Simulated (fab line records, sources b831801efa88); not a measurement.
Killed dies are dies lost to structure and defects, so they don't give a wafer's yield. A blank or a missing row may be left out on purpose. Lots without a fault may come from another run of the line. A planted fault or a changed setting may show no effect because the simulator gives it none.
Split-lot experiment | flow gf180mcu | 5 lots, 23 wafers read, on a route of 602 steps

THE SPLIT
At GF_MIM_SPUTTER_08 (material AlCu, target thk 200 nm, time 10.6 s), the setting chamber_pressure_pa was moved away from the recipe's 0.4 Pa on 15 of the 23 wafers read, by -4.2% to +9.0%. The other wafers ran this setting at the recipe's value.

The reading is taken at the split's own step.

THE READING
AlCu_of_MIM_SPUTTER_08.thk_nm (the simulator's own value, which no gauge read), in nm, at GF_MIM_SPUTTER_08 (material AlCu, target thk 200 nm, time 10.6 s). The file gives no usual value for it. The 8 wafers here that ran the recipe average 199.0 nm, standard deviation 1.2 nm.

wafer  | tool, chamber at the split | chamber_pressure_pa as run, Pa | against the recipe | AlCu_of_MIM_SPUTTER_08.thk_nm, nm | against lot-mates on the recipe
L074.1 | pvd_sputter-01, -          | 0.4287                         | +7.2%              | 194.7                             | no lot-mate on the recipe
L074.3 | pvd_sputter-01, -          | 0.4287                         | +7.2%              | 194.7                             | no lot-mate on the recipe
L074.4 | pvd_sputter-01, -          | 0.4287                         | +7.2%              | 193.3                             | no lot-mate on the recipe
L074.5 | pvd_sputter-01, -          | 0.4287                         | +7.2%              | 193.8                             | no lot-mate on the recipe
L074.6 | pvd_sputter-01, -          | 0.4287                         | +7.2%              | 194.5                             | no lot-mate on the recipe
L076.1 | pvd_sputter-01, -          | 0.4                            | recipe             | 198                               | -
L076.2 | pvd_sputter-01, -          | 0.4                            | recipe             | 200                               | -
L076.5 | pvd_sputter-01, -          | 0.4                            | recipe             | 200                               | -
L076.3 | pvd_sputter-01, -          | 0.4                            | recipe             | 201.1                             | -
L076.6 | pvd_sputter-01, -          | 0.4                            | recipe             | 198.2                             | -
L078.1 | pvd_sputter-01, -          | 0.3833                         | -4.2%              | 201.9                             | no lot-mate on the recipe
L078.2 | pvd_sputter-01, -          | 0.3833                         | -4.2%              | 202.2                             | no lot-mate on the recipe
L078.3 | pvd_sputter-01, -          | 0.3833                         | -4.2%              | 203                               | no lot-mate on the recipe
L078.4 | pvd_sputter-01, -          | 0.3833                         | -4.2%              | 202.1                             | no lot-mate on the recipe
L078.5 | pvd_sputter-01, -          | 0.3833                         | -4.2%              | 201.7                             | no lot-mate on the recipe
L083.1 | pvd_sputter-03, -          | 0.4359                         | +9.0%              | 197.1                             | no lot-mate on the recipe
L083.2 | pvd_sputter-03, -          | 0.4359                         | +9.0%              | 196                               | no lot-mate on the recipe
L083.4 | pvd_sputter-03, -          | 0.4359                         | +9.0%              | 196                               | no lot-mate on the recipe
L083.3 | pvd_sputter-03, -          | 0.4359                         | +9.0%              | 193.8                             | no lot-mate on the recipe
L083.6 | pvd_sputter-03, -          | 0.4359                         | +9.0%              | 194.3                             | no lot-mate on the recipe
L084.1 | pvd_sputter-01, -          | 0.4                            | recipe             | 197.5                             | -
L084.4 | pvd_sputter-01, -          | 0.4                            | recipe             | 199.2                             | -
L084.6 | pvd_sputter-01, -          | 0.4                            | recipe             | 198.2                             | -

THE FIT
A straight line over all 23 wafers: AlCu_of_MIM_SPUTTER_08.thk_nm changes by -0.56 nm for each +1% of chamber_pressure_pa; r = -0.92; the points scatter about the line by 1.3 nm.
Too few moved wafers have a lot-mate on the recipe to fit a line with each lot's own level taken away.

THE FILE'S OWN FIT
AlCu_of_MIM_SPUTTER_08.thk_nm changes by -0.558 nm for each +1% of chamber_pressure_pa, r = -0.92.
